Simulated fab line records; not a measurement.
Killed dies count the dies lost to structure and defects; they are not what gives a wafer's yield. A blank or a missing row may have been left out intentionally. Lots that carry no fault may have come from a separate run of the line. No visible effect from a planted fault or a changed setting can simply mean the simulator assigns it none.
One fault through the eyes of 2 desks    flow sky130    each desk has only its own numbers; what lay behind them comes last

## AT THE TOOL OWNER'S DESK: rie_metal-04
The tool's own readings at SKY_LOCAL_INTERCONNECT_ETCH_13 (etches BARC in N2/H2, stops on SiO2, time 45.9 s, target depth 60 nm): means of the sampled wafers that have a number, for each lot that ran on this tool. If a lot's mean is further than 4 standard deviations from the usual mean, the lot is out of limits and carries the mark OUT (the distance appears in the brackets).
Columns: A = drypump_motor_current_A at SKY_LOCAL_INTERCONNECT_ETCH_13, usual 5.5 A; B = oes_product_au at SKY_LOCAL_INTERCONNECT_ETCH_13, usual 0.854 a.u.; C = throttle_valve_pct at SKY_LOCAL_INTERCONNECT_ETCH_13, usual 13.225 %
lot   first seen here  A    B                 C
L102  day 31 20:38     5.7  0.857             13.227
L104  day 33 03:26     5.7  0.856             13.224
L106  day 33 04:45     5.8  0.857             13.227
L107  day 33 05:42     5.8  0.853             13.219
L110  day 34 20:19     5.7  0.854             13.229
L115  day 35 17:04     5.7  0.811 (-8.6) OUT  13.223
L120  day 37 03:00     5.8  0.814 (-8.0) OUT  13.220
This desk's verdict: out of limits on L115, L120, starting with L115 at day 35 17:04 (oes_product_au at SKY_LOCAL_INTERCONNECT_ETCH_13). L102, L104, L106, L107, L110: within limits.

## THE METROLOGY DESK
What the gauges read, lot by lot, whatever tool the lot ran on: means of the sampled wafers that have a number. If a lot's mean is further than 4 standard deviations from the usual mean, the lot is out of limits and carries the mark OUT (the distance appears in the brackets).
Columns: A = LDD_LDN_TW at SKY_LDD_LDN_TW_MEAS_13, usual 1486; B = SD_P_RS at SKY_SD_N_RS_MEAS_17, usual 147.3 ohm/sq
lot   first seen here  A     B
L999  day 23 15:37     1479  147.0
L102  day 24 09:31     1487  147.4
L103  day 24 23:56     1484  147.6
L105  day 25 16:04     1490  147.4
L106  day 25 19:10     1470  147.5
L104  day 25 19:31     1494  147.4
L107  day 25 23:16     1495  147.4
L108  day 26 04:26     1499  147.1
L110  day 27 18:03     1483  147.4
L115  day 28 15:27     1496  147.0
L120  day 30 05:10     1482  147.1
Result from this desk: across the 11 lots, nothing is out of limits.

## ALL TOGETHER
The tool owner's desk had the chance to raise an alarm at day 35 17:04 on L115, L120.
The metrology desk saw nothing out of limits.
The metrology desk holds a record of L115, L120, inside its limits.
On rie_metal-04, each named lot ran SKY_LOCAL_INTERCONNECT_ETCH_13.

## WHAT WAS PUT IN BY THE SIMULATOR
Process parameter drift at SKY_LOCAL_INTERCONNECT_ETCH_13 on rie_metal-04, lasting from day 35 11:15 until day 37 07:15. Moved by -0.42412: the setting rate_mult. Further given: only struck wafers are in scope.
Lots struck among those shown: L115, L120.
Each desk's first reading out of limits, in hours after the fault started: the tool owner's desk, 6.
